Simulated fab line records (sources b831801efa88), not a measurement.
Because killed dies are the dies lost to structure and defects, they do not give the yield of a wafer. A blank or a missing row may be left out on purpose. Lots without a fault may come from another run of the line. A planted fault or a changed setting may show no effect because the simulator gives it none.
What tool caused it? / flow sky130 / 11 lots with 33 wafers sampled at 5 steps, on a route of 708 steps

## WHAT THE GAUGES READ, wafer by wafer
SKY_SONOS_ONO_THK_MEAS_03. Usual: SONOS_ONO_CVD_02_THK 10.51 nm, standard deviation 0.15.
lot=L640; measured=day 11 11:20; on=film_metro-01; SONOS_ONO_CVD_02_THK (nm)=10.36 10.16 10.35; flag=
lot=L642; measured=day 12 09:08; on=film_metro-04; SONOS_ONO_CVD_02_THK (nm)=10.47 10.41 10.54; flag=
lot=L644; measured=day 12 18:04; on=film_metro-01; SONOS_ONO_CVD_02_THK (nm)=10.75 10.77 10.61; flag=
lot=L646; measured=day 13 13:22; on=film_metro-01; SONOS_ONO_CVD_02_THK (nm)=10.58 10.59 10.55; flag=
lot=L647; measured=day 13 17:41; on=film_metro-03; SONOS_ONO_CVD_02_THK (nm)=10.54 10.57 10.56; flag=
lot=L648; measured=day 14 00:04; on=film_metro-04; SONOS_ONO_CVD_02_THK (nm)=10.36 10.48 10.43; flag=
lot=L650; measured=day 14 17:49; on=film_metro-04; SONOS_ONO_CVD_02_THK (nm)=10.71 10.69 10.51; flag=
lot=L651; measured=day 15 00:01; on=film_metro-03; SONOS_ONO_CVD_02_THK (nm)=10.70 10.68 10.65; flag=
lot=L658; measured=day 17 17:29; on=film_metro-04; SONOS_ONO_CVD_02_THK (nm)=10.54 10.56 10.71; flag=
lot=L661; measured=day 18 12:30; on=film_metro-04; SONOS_ONO_CVD_02_THK (nm)=10.33 10.37 10.48; flag=
lot=L662; measured=day 18 19:11; on=film_metro-04; SONOS_ONO_CVD_02_THK (nm)=10.66 10.57 10.57; flag=

SKY_GATE_OXIDE_OVL_MEAS_10. Usual: GATE_OXIDE_OVL 0.5 nm, standard deviation 1.1.
lot=L640; measured=day 13 16:46; on=overlay-01; GATE_OXIDE_OVL (nm)=-1.1 -0.5 0.3; flag=
lot=L642; measured=day 14 15:19; on=overlay-01; GATE_OXIDE_OVL (nm)=-0.6 -0.7 -0.6; flag=
lot=L644; measured=day 15 02:01; on=overlay-01; GATE_OXIDE_OVL (nm)=-1.5 -1.6 0.3; flag=
lot=L646; measured=day 15 22:29; on=overlay-01; GATE_OXIDE_OVL (nm)=1.3 0.7 3.3; flag=
lot=L647; measured=day 16 02:34; on=overlay-02; GATE_OXIDE_OVL (nm)=0.7 2.0 1.7; flag=
lot=L648; measured=day 16 10:35; on=overlay-01; GATE_OXIDE_OVL (nm)=1.0 0.5 0.8; flag=
lot=L650; measured=day 17 04:04; on=overlay-02; GATE_OXIDE_OVL (nm)=0.0 0.8 1.5; flag=
lot=L651; measured=day 17 10:47; on=overlay-01; GATE_OXIDE_OVL (nm)=-0.6 1.0 0.7; flag=
lot=L658; measured=day 20 11:20; on=overlay-02; GATE_OXIDE_OVL (nm)=-0.4 -0.2 -2.2; flag=
lot=L661; measured=day 21 04:56; on=overlay-02; GATE_OXIDE_OVL (nm)=-0.1 -0.3 0.8; flag=
lot=L662; measured=day 21 11:47; on=overlay-02; GATE_OXIDE_OVL (nm)=1.9 2.5 0.8; flag=

SKY_LDD_P_CD_MEAS_07: target cd 380 nm. Usual: cd_nm reads 379.6 nm (standard deviation 2.3).
lot=L640; measured=day 18 18:53; on=cd_sem-02; cd_nm (nm)=375.6 378.8 375.7; flag=
lot=L642; measured=day 20 00:23; on=cd_sem-02; cd_nm (nm)=374.9 375.0 376.3; flag=
lot=L644; measured=day 21 01:59; on=cd_sem-02; cd_nm (nm)=381.3 383.7 380.1; flag=
lot=L646; measured=day 21 10:29; on=cd_sem-01; cd_nm (nm)=376.6 376.6 376.2; flag=
lot=L647; measured=day 21 12:56; on=cd_sem-01; cd_nm (nm)=382.6 380.6 380.2; flag=
lot=L648; measured=day 21 21:45; on=cd_sem-01; cd_nm (nm)=380.3 378.9 379.1; flag=
lot=L650; measured=day 22 12:50; on=cd_sem-01; cd_nm (nm)=374.5 377.2 377.6; flag=
lot=L651; measured=day 22 21:07; on=cd_sem-02; cd_nm (nm)=376.4 374.6 378.3; flag=
lot=L658; measured=day 26 01:02; on=cd_sem-02; cd_nm (nm)=381.0 365.8 379.9; flag=
lot=L661; measured=day 26 13:17; on=cd_sem-01; cd_nm (nm)=382.9 383.8 383.9; flag=
lot=L662; measured=day 26 17:35; on=cd_sem-02; cd_nm (nm)=379.5 378.4 379.1; flag=

## TOOL THAT RAN EACH LOT (tool first, then ch and the chambers of the sampled wafers, then the start)
lot=L640; SKY_SONOS_ONO_STRIP_17=plasma_asher-03 ch 0,1, day 12 12:45; SKY_LDD_P_COAT_02=litho_track-03 ch 0, day 18 03:52
lot=L642; SKY_SONOS_ONO_STRIP_17=plasma_asher-02 ch 0, day 13 11:39; SKY_LDD_P_COAT_02=litho_track-02 ch 0, day 19 08:32
lot=L644; SKY_SONOS_ONO_STRIP_17=plasma_asher-02 ch 0,1, day 13 20:34; SKY_LDD_P_COAT_02=litho_track-04 ch 0, day 20 09:56
lot=L646; SKY_SONOS_ONO_STRIP_17=plasma_asher-03 ch 0,1, day 14 16:50; SKY_LDD_P_COAT_02=litho_track-02 ch 0, day 20 19:35
lot=L647; SKY_SONOS_ONO_STRIP_17=plasma_asher-02 ch 0,1, day 14 21:07; SKY_LDD_P_COAT_02=litho_track-03 ch 0, day 20 22:05
lot=L648; SKY_SONOS_ONO_STRIP_17=plasma_asher-03 ch 0,1, day 15 04:39; SKY_LDD_P_COAT_02=litho_track-03 ch 0, day 21 06:53
lot=L650; SKY_SONOS_ONO_STRIP_17=plasma_asher-02 ch 0,1, day 15 22:04; SKY_LDD_P_COAT_02=litho_track-04 ch 0, day 21 21:08
lot=L651; SKY_SONOS_ONO_STRIP_17=plasma_asher-03 ch 0,1, day 16 04:41; SKY_LDD_P_COAT_02=litho_track-04 ch 0, day 22 06:32
lot=L658; SKY_SONOS_ONO_STRIP_17=plasma_asher-03 ch 0,1, day 19 01:37; SKY_LDD_P_COAT_02=litho_track-04 ch 0, day 25 10:08
lot=L661; SKY_SONOS_ONO_STRIP_17=plasma_asher-04 ch 0,1, day 19 20:58; SKY_LDD_P_COAT_02=litho_track-02 ch 0, day 25 22:20
lot=L662; SKY_SONOS_ONO_STRIP_17=plasma_asher-03 ch 0,1, day 20 03:47; SKY_LDD_P_COAT_02=litho_track-02 ch 0, day 26 03:30
- SKY_SONOS_ONO_STRIP_17: strips in O2/N2.
- SKY_LDD_P_COAT_02: resist thk 1140 nm.

## WHAT THE TOOLS THEMSELVES READ (means of the sampled wafers that have a number; where no wafer has one, the mark that the record gives instead)
SKY_SONOS_ONO_STRIP_17. Usual: drypump_motor_current_A 5.6 A, standard deviation 0.3; oes_product_au 0.709 a.u., standard deviation 0.0043; strip_time_to_endpoint_s 14.09 s, standard deviation 0.038.
lot=L640; tool=plasma_asher-03; drypump_motor_current_A (A)=5.7; oes_product_au (a.u.)=0.705; strip_time_to_endpoint_s (s)=14.07; flag=
lot=L642; tool=plasma_asher-02; drypump_motor_current_A (A)=5.4; oes_product_au (a.u.)=0.707; strip_time_to_endpoint_s (s)=14.08; flag=
lot=L644; tool=plasma_asher-02; drypump_motor_current_A (A)=5.6; oes_product_au (a.u.)=0.709; strip_time_to_endpoint_s (s)=14.10; flag=
lot=L646; tool=plasma_asher-03; drypump_motor_current_A (A)=5.7; oes_product_au (a.u.)=0.711; strip_time_to_endpoint_s (s)=14.05; flag=
lot=L647; tool=plasma_asher-02; drypump_motor_current_A (A)=5.6; oes_product_au (a.u.)=0.708; strip_time_to_endpoint_s (s)=14.13; flag=
lot=L648; tool=plasma_asher-03; drypump_motor_current_A (A)=5.7; oes_product_au (a.u.)=0.712; strip_time_to_endpoint_s (s)=14.05; flag=
lot=L650; tool=plasma_asher-02; drypump_motor_current_A (A)=5.6; oes_product_au (a.u.)=0.709; strip_time_to_endpoint_s (s)=14.15; flag=
lot=L651; tool=plasma_asher-03; drypump_motor_current_A (A)=5.7; oes_product_au (a.u.)=0.708; strip_time_to_endpoint_s (s)=14.05; flag=
lot=L658; tool=plasma_asher-03; drypump_motor_current_A (A)=5.4; oes_product_au (a.u.)=0.712; strip_time_to_endpoint_s (s)=14.08; flag=
lot=L661; tool=plasma_asher-04; drypump_motor_current_A (A)=6.0; oes_product_au (a.u.)=0.709; strip_time_to_endpoint_s (s)=14.10; flag=
lot=L662; tool=plasma_asher-03; drypump_motor_current_A (A)=5.4; oes_product_au (a.u.)=0.708; strip_time_to_endpoint_s (s)=14.13; flag=

SKY_LDD_P_COAT_02. Usual: resist_line_temp_C reads 23.00 C (standard deviation 0.11).
lot=L640; tool=litho_track-03; resist_line_temp_C (C)=22.98; flag=
lot=L642; tool=litho_track-02; resist_line_temp_C (C)=23.10; flag=
lot=L644; tool=litho_track-04; resist_line_temp_C (C)=22.91; flag=
lot=L646; tool=litho_track-02; resist_line_temp_C (C)=23.03; flag=
lot=L647; tool=litho_track-03; resist_line_temp_C (C)=23.00; flag=
lot=L648; tool=litho_track-03; resist_line_temp_C (C)=22.90; flag=
lot=L650; tool=litho_track-04; resist_line_temp_C (C)=23.10; flag=
lot=L651; tool=litho_track-04; resist_line_temp_C (C)=23.05; flag=
lot=L658; tool=litho_track-04; resist_line_temp_C (C)=22.83; flag=
lot=L661; tool=litho_track-02; resist_line_temp_C (C)=22.99; flag=
lot=L662; tool=litho_track-02; resist_line_temp_C (C)=22.99; flag=

## THE ANSWER, worked out from the rows above alone
Rule: a lot counts as off when the mean over its wafers that have a number is more than 3 standard deviations away from the usual mean. Also off: a lot with no number at a reading for which 4 or more lots have one. Where the step has rows for the other lots, those lots are counted as sound. Order of review: gauges by route order, followed by the tools' own readings, for which a lot's mean as printed above is used. The first step at which some lot is off is used, and at that step the reading that is off furthest; a lot without a number counts as furthest.
No lot is off at any reading shown: from this, nothing can be told.

## WHAT THE SIMULATOR HAD INSERTED
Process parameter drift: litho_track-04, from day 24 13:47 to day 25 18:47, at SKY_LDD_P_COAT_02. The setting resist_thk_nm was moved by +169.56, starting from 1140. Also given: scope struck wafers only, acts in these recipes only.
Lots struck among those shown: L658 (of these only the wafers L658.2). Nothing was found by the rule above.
